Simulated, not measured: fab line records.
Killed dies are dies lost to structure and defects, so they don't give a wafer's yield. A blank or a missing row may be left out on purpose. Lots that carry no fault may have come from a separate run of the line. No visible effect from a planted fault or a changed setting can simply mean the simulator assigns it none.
Chamber matching / flow gf180mcu / 4 sister chambers for GF_STI_ETCH_14 on rie_si-02
The step etches Si in HBr/Cl2/O2, target depth 360 nm, time 102.9 s. 4 wafers are shown with their chamber, then 9 later ones without.

== WAFERS WITH THEIR CHAMBER ==
wafer=L386.1; chamber=1; run_length_s (s)=131.2
wafer=L386.5; chamber=0; run_length_s (s)=131.4
wafer=L390.5; chamber=2; run_length_s (s)=131.0
wafer=L391.2; chamber=3; run_length_s (s)=131.5

== WAFERS WHOSE CHAMBER IS MISSING ==
wafer=L391.5; run_length_s (s)=130.9
wafer=L391.6; run_length_s (s)=131.1
wafer=L392.1; run_length_s (s)=131.4
wafer=L392.4; run_length_s (s)=132.1
wafer=L392.6; run_length_s (s)=131.4
wafer=L393.1; run_length_s (s)=131.3
wafer=L393.2; run_length_s (s)=130.9
wafer=L393.6; run_length_s (s)=130.8
wafer=L400.6; run_length_s (s)=130.7

== EACH ONE'S CHAMBER ==
wafer=L391.5; from the rows above=can't be placed: 2 or 1 or 0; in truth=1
wafer=L391.6; from the rows above=can't be placed: 1 or 2 or 0 or 3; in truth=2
wafer=L392.1; from the rows above=can't be placed: 0 or 3 or 1 or 2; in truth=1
wafer=L392.4; from the rows above=can't be placed: 3 or 0 or 1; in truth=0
wafer=L392.6; from the rows above=can't be placed: 0 or 3 or 1 or 2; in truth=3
wafer=L393.1; from the rows above=can't be placed: 0 or 1 or 3 or 2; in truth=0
wafer=L393.2; from the rows above=can't be placed: 2 or 1 or 0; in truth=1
wafer=L393.6; from the rows above=can't be placed: 2 or 1 or 0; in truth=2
wafer=L400.6; from the rows above=can't be placed: 2 or 1 or 0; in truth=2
Placed correctly: 0 of 9. From these rows, 9 cannot be placed; in 9 the true chamber is one of the candidates. Placed wrongly: 0.
How it was worked out, from the rows above alone: a wafer's distance from a chamber is the root of the sum, over the readings, of the square of ((its reading less the chamber's mean) divided by the reading's scatter). If the next closest chamber is less than 2 further off than the closest, the wafer can't be placed; otherwise it belongs to the closest. A chamber's mean is the mean of its shown wafers. The scatter: root of mean squared gap, hidden wafer to nearest shown wafer, with one shown wafer a chamber.
